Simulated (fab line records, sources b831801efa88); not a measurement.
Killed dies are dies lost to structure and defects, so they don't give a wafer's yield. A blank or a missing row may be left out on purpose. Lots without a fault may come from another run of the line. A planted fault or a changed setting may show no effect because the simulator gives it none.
Which tool did it? | flow gf180mcu | 10 lots, 30 wafers sampled, at 5 steps of a route of 602

WHAT THE GAUGES READ, wafer by wafer
GF_V4_THK_MEAS_01.
lot  | measured     | on            | V4_CVD_00_THK (nm)
L862 | day 23 10:54 | film_metro-04 | 585 584 595
L863 | day 23 16:16 | film_metro-04 | 613 603 604
L864 | day 24 00:04 | film_metro-04 | 587 601 601
L868 | day 25 08:29 | film_metro-03 | 463 454 449
L870 | day 26 00:34 | film_metro-03 | 469 460 464
L873 | day 27 01:48 | film_metro-04 | 448 471 476
L875 | day 27 18:02 | film_metro-01 | 595 589 588
L876 | day 28 01:37 | film_metro-04 | 603 613 613
L878 | day 28 14:51 | film_metro-01 | 594 614 607
L885 | day 30 15:22 | film_metro-04 | 598 587 601

GF_V4_THK_MEAS_25: measures by xrf.
lot  | measured     | on            | V4_W_THK (nm)
L862 | day 24 09:56 | film_metro-04 | 358 360 359
L863 | day 24 16:38 | film_metro-01 | 353 365 369
L864 | day 24 23:07 | film_metro-01 | 350 340 343
L868 | day 26 07:40 | film_metro-01 | 354 358 353
L870 | day 26 22:29 | film_metro-03 | 355 354 356
L873 | day 27 23:47 | film_metro-03 | 350 353 355
L875 | day 28 15:11 | film_metro-03 | 372 372 359
L876 | day 28 22:17 | film_metro-04 | 347 355 349
L878 | day 29 11:39 | film_metro-01 | 369 361 365
L885 | day 31 10:55 | film_metro-03 | 355 354 354

WHICH TOOL RAN EACH LOT (tool, then ch and the chambers of the sampled wafers, then the start)
lot  | GF_M1_SPUTTER_03             | GF_M3_SPUTTER_02             | GF_V4_CVD_00
L862 | pvd_sputter-01, day 16 04:53 | pvd_sputter-04, day 20 09:20 | hdpcvd-01 ch 1,2, day 23 10:49
L863 | pvd_sputter-01, day 16 10:50 | pvd_sputter-04, day 20 15:05 | hdpcvd-02 ch 0,1, day 23 16:11
L864 | pvd_sputter-04, day 16 17:18 | pvd_sputter-01, day 20 22:59 | hdpcvd-02 ch 0,1,2, day 23 23:59
L868 | pvd_sputter-03, day 18 03:41 | pvd_sputter-01, day 22 09:26 | hdpcvd-01 ch 1,2, day 25 08:24
L870 | pvd_sputter-03, day 18 21:47 | pvd_sputter-01, day 23 03:35 | hdpcvd-01 ch 0,2, day 26 00:29
L873 | pvd_sputter-01, day 20 04:09 | pvd_sputter-04, day 24 06:42 | hdpcvd-01 ch 1,2, day 27 01:43
L875 | pvd_sputter-04, day 20 23:46 | pvd_sputter-03, day 25 00:16 | hdpcvd-02 ch 0,1, day 27 17:56
L876 | pvd_sputter-04, day 21 05:56 | pvd_sputter-04, day 25 07:40 | hdpcvd-02 ch 1,2, day 28 01:32
L878 | pvd_sputter-01, day 22 00:01 | pvd_sputter-03, day 25 22:58 | hdpcvd-02 ch 0,1,2, day 28 14:46
L885 | pvd_sputter-04, day 24 08:32 | pvd_sputter-03, day 28 02:34 | hdpcvd-02 ch 0,1, day 30 15:17
- GF_M1_SPUTTER_03: material Ti, target thk 10 nm, time 6.7 s.
- GF_M3_SPUTTER_02: material AlCu, target thk 450 nm, time 23.9 s.
- GF_V4_CVD_00: deposits SiO2, target thk 600 nm, time 100 s.

WHAT THE TOOLS THEMSELVES READ (means of the sampled wafers that have a number; where no wafer has one, the mark that the record gives instead)
GF_M1_SPUTTER_03.
lot  | tool           | throttle_valve_pct (%)
L862 | pvd_sputter-01 | 29.3
L863 | pvd_sputter-01 | 29.4
L864 | pvd_sputter-04 | 30.7
L868 | pvd_sputter-03 | 30.1
L870 | pvd_sputter-03 | 30.0
L873 | pvd_sputter-01 | 29.3
L875 | pvd_sputter-04 | 30.2
L876 | pvd_sputter-04 | 30.1
L878 | pvd_sputter-01 | 29.0
L885 | pvd_sputter-04 | 30.0

GF_M3_SPUTTER_02.
lot  | tool           | throttle_valve_pct (%)
L862 | pvd_sputter-04 | 30.6
L863 | pvd_sputter-04 | 30.2
L864 | pvd_sputter-01 | 30.9
L868 | pvd_sputter-01 | 30.4
L870 | pvd_sputter-01 | 29.9
L873 | pvd_sputter-04 | 29.9
L875 | pvd_sputter-03 | 30.0
L876 | pvd_sputter-04 | 30.4
L878 | pvd_sputter-03 | 29.7
L885 | pvd_sputter-03 | 29.9

THE ANSWER, worked out from the rows above alone
Rule: what is usual is taken from the lots themselves. Put in order of their means at a reading, lots are off if they are a third of the lots or fewer, leave a main group of 4 or more, and stand apart from it by a gap of 3 or more times the standard deviation of the main group's means; of several such gaps the widest counts. A main group whose means are all the same, to the digits that the tables above print for the reading, isn't used. A lot without any number at a reading at which 4 lots or more have one is off too. The other lots that the step has rows for count as sound. The gauges are gone through in route order, then the tools' own readings, and for those a lot's mean is taken as printed above. The first step at which some lot is off is used, and at that step the reading that is off furthest; a lot without a number counts as furthest.
Off: L868, L870, L873, at GF_V4_THK_MEAS_01 (V4_CVD_00_THK). The main group: mean 599 nm, standard deviation 7.7.
A tool fits if, at a process step before that reading, it ran every lot that is off, and no sound lot after the first of them. The gauges at GF_V4_THK_MEAS_01 are tried like those tools. One fits: hdpcvd-01 at GF_V4_CVD_00. Its last sound lot is L862 (day 23 10:49), its first lot that is off L868 (day 25 08:24): a fault that began between those two fits.

WHAT THE SIMULATOR HAD PUT IN
Site profile drift: hdpcvd-01, from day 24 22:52 on, at GF_V4_CVD_00. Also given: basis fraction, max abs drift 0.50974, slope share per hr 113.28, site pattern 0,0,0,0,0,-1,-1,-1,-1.
Lots struck among those shown: L868, L870, L873. The rule above found the same.
